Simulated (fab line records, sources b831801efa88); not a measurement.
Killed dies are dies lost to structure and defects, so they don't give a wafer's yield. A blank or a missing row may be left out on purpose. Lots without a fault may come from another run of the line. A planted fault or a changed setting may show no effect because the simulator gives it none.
A struck lot beside a sound one | flow sky130 | 17 steps out of a route of 708
Sound: wafers L452.3, L452.5, L452.6. Struck: wafers L442.2, L442.3, L442.6. The cause comes at the end.
At each step with rows: each side's tool, then ch and its chambers, then its first start. Under that, the readings that differ: sound wafers | struck wafers | difference of the means | sigmas: that difference in standard deviations of wafers without a fault.
alike: readings whose means differ by less than 2 such deviations, and words and numbers that are the same on both sides. not compared: withheld readings, readings that some wafer has no value for, bounds like >300 that may hide the same value, and numbers for which the record gives no deviation and whose values overlap.
The two part at a step that has a row with sigmas, a row that says differs or no value, or rows on one side only. Numbers that don't overlap but have no deviation are shown without sigmas and don't part them. A reading that every wafer of one side lacks parts them only if that side has two wafers or more.

first, 1 step without rows for these wafers: SKY_LDD_N_IMPLANT_15.
SKY_LDD_N_STRIP_16: strips in O2/N2.
  sound on plasma_asher-04 ch 0,1, day 25 13:11; struck on plasma_asher-01 ch 0,1, day 22 06:11
  alike: drypump_motor_current_A, o2_flow_sccm, oes_product_au, strip_time_to_endpoint_s
  not compared: rf_hours_counter_h
SKY_LDD_N_TW_MEAS_17:
  sound on film_metro-03, day 25 13:16; struck on film_metro-02, day 22 06:17
  alike: LDD_N_TW
then, 7 steps without rows for these wafers: SKY_LDD_P_DEHYDRATE_00 (time 60 s); SKY_LDD_P_HMDS_01 (prime time 60 s); SKY_LDD_P_COAT_02 (resist thk 1140 nm); SKY_LDD_P_SOFTBAKE_03 (time 60 s); SKY_LDD_P_EXPOSE_04 (exposes mask PSDM, target cd 380 nm); SKY_LDD_P_PEB_05; SKY_LDD_P_DEVELOP_06 (develop time 60 s).
SKY_LDD_P_CD_MEAS_07: target cd 380 nm.
  sound on cd_sem-01, day 26 18:10; struck on cd_sem-01, day 23 12:47
  alike: cd_nm
SKY_LDD_P_OVL_MEAS_08:
  sound on overlay-01, day 26 18:15; struck on overlay-01, day 23 12:53
  alike: LDD_P_OVL
SKY_LDD_P_IMPLANT_09:
  sound on implanter-03 ch 0, day 26 18:19; struck on implanter-04 ch 0, day 23 12:56
SKY_LDD_P_STRIP_10: strips in O2/N2.
  sound on plasma_asher-03 ch 0,1, day 26 18:27; struck on plasma_asher-04 ch 0,1, day 23 13:04
  alike: drypump_motor_current_A, o2_flow_sccm, oes_product_au, strip_time_to_endpoint_s
  not compared: rf_hours_counter_h
SKY_LDD_P_TW_MEAS_11:
  sound on film_metro-04, day 26 18:32; struck on film_metro-04, day 23 13:11
  reading  | sound       | struck      | difference | sigmas
  LDD_P_TW | 635 635 635 | 621 623 621 | -13        | -3
then, 1 step without rows for these wafers: SKY_LDD_HVN_DEHYDRATE_00 (time 60 s).
-- the record jumps here: 25 days lie between the struck wafers' starts before and after (it left off in module LDD_HVN and takes up again in module PAD_OPEN, whose first step shown is number 708 of the route) --
SKY_PAD_OPEN_PROBE_99:
  sound on prober-01, day 50 17:40; struck on prober-01, day 48 15:31
  reading                                     | sound                     | struck                  | difference | sigmas
  model.etest.tip_p.rs_ohm_sq_range           | 82.05 251.6 158.2         | 1759 1638 1766          | +1557      |
  model.etest.tip_p.rs_ohm_sq_rim_less_centre | -2.399 -150.3 -27.68      | 343.6 436.9 438.8       | +466.6     |
  model.etest.pfet_01v8.drive_ua_um_range     | 7.836 7.218 6.598         | 12.28 11.44 11.28       | +4.45      |
  model.etest.pfet_01v8.vt_v_range            | 0.007651 0.005753 0.01051 | 0.02219 0.02241 0.02153 | +0.01407   |

WHERE THEY PART
Only at SKY_LDD_P_TW_MEAS_11, within this record.

WHY: what the simulator had put in
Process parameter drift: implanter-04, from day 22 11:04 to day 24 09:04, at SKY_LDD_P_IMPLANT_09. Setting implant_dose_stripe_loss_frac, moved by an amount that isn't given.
